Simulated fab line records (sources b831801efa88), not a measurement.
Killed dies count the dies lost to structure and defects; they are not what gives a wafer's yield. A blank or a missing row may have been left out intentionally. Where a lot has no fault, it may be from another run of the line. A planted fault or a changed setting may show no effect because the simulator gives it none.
One fault seen from 2 desks | flow gf180mcu | only its own numbers are on each desk; what lay behind them is given at the end

== TOOL OWNER'S DESK, cvd-w-01 ==
The tool's own readings at GF_CONTACT_CVD_24 (deposits W, target thk 300 nm, time 90.339 s): means of the sampled wafers that have a number, for each lot that ran on this tool. Any lot whose mean is over 4 standard deviations away from the usual mean is out of limits and marked OUT; that distance is given in the brackets.
Columns: A = heater-power-w at GF_CONTACT_CVD_24, usual 886 W
lot  | first seen here | A
L490 | day 16 16:25    | 923
L493 | day 18 08:28    | 856
L494 | day 19 16:28    | 897
L496 | day 19 22:28    | 904
L498 | day 20 09:20    | 879
L506 | day 22 20:52    | 860
L508 | day 23 05:44    | 875
L510 | day 23 23:00    | 825
This desk's finding: nothing out of limits on any of the 8 lots.

== AT THE METROLOGY DESK ==
Means of the sampled wafers that have a number, per lot and without regard to the tool the lot ran on: this is what the gauges read. Any lot whose mean is over 4 standard deviations away from the usual mean is out of limits and marked OUT; that distance is given in the brackets.
Columns: A = POLY_GATE_OXIDATION_THK at GF_POLY_GATE_THK_MEAS_17, usual 3.99 nm; B = HV_LDD_4_TW at GF_HV_LDD_TW_MEAS_50, usual 571; C = CONTACT_W_RS at GF_CONTACT_RS_MEAS_25, usual 0.383 ohm/sq; D = CONTACT_W_THK at GF_CONTACT_THK_MEAS_26, usual 301 nm; E = V1_OVL at GF_V1_OVL_MEAS_15, usual 1 nm
lot  | first seen here | A    | B   | C                | D              | E
L489 | day 9 13:10     | 4.13 | 574 | 0.377            | 303            | 0
L490 | day 9 17:37     | 3.97 | 574 | 0.385            | 298            | 3
L491 | day 10 07:28    | 4.08 | 574 | 0.381            | 303            | -1
L493 | day 11 00:25    | 4.08 | 569 | 0.381            | 300            | 4
L492 | day 11 02:34    | 4.07 | 569 | 0.376            | 308            | -1
L495 | day 11 15:37    | 3.89 | 566 | 0.373            | 310            | 2
L494 | day 12 00:13    | 3.98 | 571 | 0.384            | 301            | 1
L496 | day 12 08:20    | 4.06 | 570 | 0.376            | 308            | 1
L498 | day 12 14:40    | 4.00 | 580 | 0.351 (-7.3) OUT | 330 (+8.0) OUT | -7
L506 | day 14 16:07    | 3.94 | 571 | 0.384            | 301            | 2
L508 | day 15 05:12    | 3.95 | 576 | 0.384            | 298            | 2
L509 | day 15 12:02    | 3.95 | 567 | 0.379            | 303            | 2
L510 | day 15 20:32    | 4.07 | 574 | 0.385            | 298            | 2
L511 | day 16 08:43    | 3.95 | 575 | 0.384            | 300            | 2
This desk's result: L498 out of limits, first on L498 (CONTACT_W_RS at GF_CONTACT_RS_MEAS_25), day 20 09:28. L489, L490, L491, L493, L492, L495, L494, L496, L506, L508, L509, L510, L511: within limits.

== PUT TOGETHER ==
The metrology desk could have raised an alarm at day 20 09:28, on L498.
Nothing out of limits was seen by the tool owner's desk.
Tool owner's desk: L498 on record, inside its limits.
Every lot named ran GF_CONTACT_CVD_24 on cvd-w-01.

== WHAT WAS PUT IN BY THE SIMULATOR ==
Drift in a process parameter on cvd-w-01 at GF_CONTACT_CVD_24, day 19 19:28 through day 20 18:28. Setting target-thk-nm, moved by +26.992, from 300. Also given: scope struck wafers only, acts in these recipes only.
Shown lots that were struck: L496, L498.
Per desk, hours elapsed from the start of the fault to the first reading out of limits: for the metrology desk, 14.
